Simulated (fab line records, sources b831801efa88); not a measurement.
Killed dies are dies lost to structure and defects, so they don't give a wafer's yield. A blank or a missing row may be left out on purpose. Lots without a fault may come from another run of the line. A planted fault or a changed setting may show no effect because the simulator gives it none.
Which tool did it? | flow gf180mcu | 11 lots, 33 wafers sampled, at 1 step of a route of 602

WHAT THE GAUGES READ, wafer by wafer
GF_SAB_CD_MEAS_09: target cd 420 nm.
lot  | measured     | on        | cd_nm (nm)
L921 | day 16 09:07 | cd_sem-02 | 422.1 423.4 422.5
L924 | day 17 10:28 | cd_sem-01 | 420.1 417.8 419.7
L925 | day 17 21:12 | cd_sem-02 | 416.4 414.6 418.8
L926 | day 18 06:48 | cd_sem-01 | 420.7 419.0 419.0
L931 | day 20 02:06 | cd_sem-01 | 424.9 423.9 424.3
L933 | day 20 18:24 | cd_sem-01 | 420.2 421.3 422.4
L934 | day 20 23:17 | cd_sem-01 | 421.0 419.0 418.2
L935 | day 21 07:17 | cd_sem-02 | 419.0 418.9 419.0
L937 | day 21 23:37 | cd_sem-02 | 420.6 422.3 425.4
L938 | day 22 10:49 | cd_sem-01 | 420.2 418.0 419.9
L941 | day 23 05:25 | cd_sem-01 | 418.2 419.3 418.9

WHICH TOOL RAN EACH LOT (tool, then ch and the chambers of the sampled wafers, then the start)
The record holds no process step before these readings.

THE ANSWER, worked out from the rows above alone
Rule: what is usual is taken from the lots themselves. Put in order of their means at a reading, lots are off if they are a third of the lots or fewer, leave a main group of 4 or more, and stand apart from it by a gap of 3 or more times the standard deviation of the main group's means; of several such gaps the widest counts. A main group whose means are all the same, to the digits that the tables above print for the reading, isn't used. A lot without any number at a reading at which 4 lots or more have one is off too. The other lots that the step has rows for count as sound.
No lot is off at any reading shown: from this, nothing can be told.

WHAT THE SIMULATOR HAD PUT IN
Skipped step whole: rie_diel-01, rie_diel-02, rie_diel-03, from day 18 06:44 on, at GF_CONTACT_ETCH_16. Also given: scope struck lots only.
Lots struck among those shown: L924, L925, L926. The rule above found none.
